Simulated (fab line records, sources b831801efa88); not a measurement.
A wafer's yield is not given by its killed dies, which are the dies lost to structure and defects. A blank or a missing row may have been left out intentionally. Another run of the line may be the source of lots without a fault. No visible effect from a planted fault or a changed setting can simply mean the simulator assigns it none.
Chamber matching    flow gf180mcu    GF_STI_CMP_25 on cmp-01 has 4 sister chambers
The step polishes, stops on Si3N4, t overpolish 33 s, target thk 524.6 nm. 8 wafers are shown with their chamber, then 7 later ones without.

== WAFERS WITH THEIR CHAMBER ==
wafer   chamber  motorCurrentA (A)  retainingRingPressureFrac
L299.1  0        12.3               0.995
L299.6  3        12.3               1.002
L303.1  3        12.7               1.004
L304.3  1        11.5               1.002
L304.4  2        11.7               1.003
L304.5  0        12.7               0.993
L306.2  1        11.1               1.004
L306.4  2        11.3               1.004

== WAFERS WITHOUT THEIR CHAMBER ==
wafer   motorCurrentA (A)  retainingRingPressureFrac
L306.5  11.5               1.003
L307.2  10.9               1.007
L307.4  11.5               1.000
L307.6  11.4               1.000
L320.4  11.8               0.999
L320.5  11.4               1.000
L320.6  12.8               0.993

== WHICH CHAMBER EACH WENT THROUGH ==
wafer    from the rows above                 in truth
L306.5   can't be placed: 2 or 1             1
L307.2   can't be placed: 1 or 2             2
L307.4   can't be placed: 1 or 2 or 3        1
L307.6   can't be placed: 1 or 2             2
L320.4   can't be placed: 1 or 2 or 3 or 0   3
L320.5   can't be placed: 1 or 2             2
L320.6   0                                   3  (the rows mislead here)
0 of 7 placed correctly. Can't be placed from these rows: 6 (the true chamber is among the candidates in 6). Placed wrongly: 1.
How it was worked out, from the rows above alone: a wafer's distance from a chamber is the root of the sum, over the readings, of the square of ((its reading less the chamber's mean) divided by the reading's scatter). The wafer belongs to the nearest chamber; if the next one is less than 2 further off, it can't be placed. For every chamber, the mean is computed from those of its wafers that are shown. How the scatter is found: for the shown wafers, subtract from each reading the mean of its chamber, square and add these, divide the total by (wafers less chambers), then take the root.
